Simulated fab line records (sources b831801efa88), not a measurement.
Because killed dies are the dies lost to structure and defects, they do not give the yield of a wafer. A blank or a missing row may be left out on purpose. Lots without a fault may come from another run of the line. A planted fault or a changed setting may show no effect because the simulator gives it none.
Problem report in the 8D (eight disciplines) form, filled by code	flow sfq-line	the parts of the form that need people (team, actions taken, sign-off) are left out

== 1. THE ISSUE ==
Wafers without a fault read 199.9 nm, standard deviation 1; thk-nm at SFQ_TRILAYER_I0_METRO_MEASURE_029 reads a mean of 184.8 nm on 4 wafers belonging to 2 lots. That is -15 standard deviations from the usual mean.
Seen first at day 11 04:43 on film-metro-03, wafer L946.1. The record holds 42 wafers of 14 lots with a number at this step. Rule for "out" (also "out of limits"): further than 4 standard deviations from the usual mean. The other wafers with a number count as sound.

== 2. WHAT IT IS, AND WHAT IT ISN'T ==
question	is	is not
which readings at this step	thk-nm	-
which lots	L946, L947	L928, L929, L930, L931, L932, L935, L936, L939, L942, L945, L948, L950
which wafers of those lots	L946.1, L946.5, L947.1, L947.5	L946.2, L947.2
read on which tools	film-metro-02, film-metro-03	film-metro-01
when	from day 11 04:43	up to then (31 sound wafers); but 7 sound wafers of L947, L948, L950 came after

== 3. WHAT RULES OUT EACH SUSPECT ==
Counting: a tool at a process step up to the reading stays a suspect if it ran every lot that is out. Sound lots after the first of them don't rule it out here, since some wafers of a struck lot are sound.
- cmp-02 at SFQ_TRILAYER_I0_CMP_CMP_028 (polishes SiO2): kept. Ran every lot that is out, first one L946 (day 10 21:36); last sound lot up to then L945 (day 10 15:36).
- At SFQ_TRILAYER_I0_CMP_CMP_028 on cmp-02, chamber 0 took the sound wafers of the same lots and chamber 2 took the wafers that are out.
After counting, what remains is cmp-02 at SFQ_TRILAYER_I0_CMP_CMP_028.

== 4. THE CAUSE (what the simulator had put in) ==
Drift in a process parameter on cmp-02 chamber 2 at SFQ_TRILAYER_I0_CMP_CMP_028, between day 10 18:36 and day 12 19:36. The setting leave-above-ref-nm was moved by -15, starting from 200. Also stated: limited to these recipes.
After counting, this tool was the only one left.

== 5. SEQUENCE OF EFFECTS, ordered by route ==
Rows list readings where the struck wafers' mean (over those with a number) sits beyond 3 standard deviations from the usual. Scope: only readings with a usual standard deviation given in the record; hours: median across lots of the time from each lot's start at the first step in this table that gives one to its start at this step; sigmas: change in usual standard deviations.
hours	step	reading	usual	on struck wafers	change	sigmas
0	SFQ_TRILAYER_I0_METRO_MEASURE_029	thk-nm	199.9 nm	184.8	-15.1	-15
122	SFQ_TRILAYER_I0_VIA_ETCH_VIA_ETCH_034	oes-product-au	0.855 a.u.	0.818	-0.037	-7.1
Its process steps:
- SFQ_TRILAYER_I0_METRO_MEASURE_029
- SFQ_TRILAYER_I0_VIA_ETCH_VIA_ETCH_034: etches SiO2 in CHF3, stops on Nb, target depth 260 nm.
Later measuring or inspecting steps at which every struck wafer that the step has a row for has a number for every such reading, and none has moved that far: SFQ_M5_OVL_MEAS_932.

== 6. WHAT WOULD HAVE CAUGHT IT SOONER ==
First out-of-limits reading in this record: day 11 04:43, which is 10 hours after fault onset at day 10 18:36.
No tool reading at SFQ_TRILAYER_I0_CMP_CMP_028 that has a usual standard deviation in the record was out on any struck wafer, so an alarm limit of 4 standard deviations on those readings would not have fired.
Of the lots that are out (2), L947 began SFQ_TRILAYER_I0_CMP_CMP_028 on cmp-02 after day 11 04:43. Putting the tool on hold at that point would have spared it.
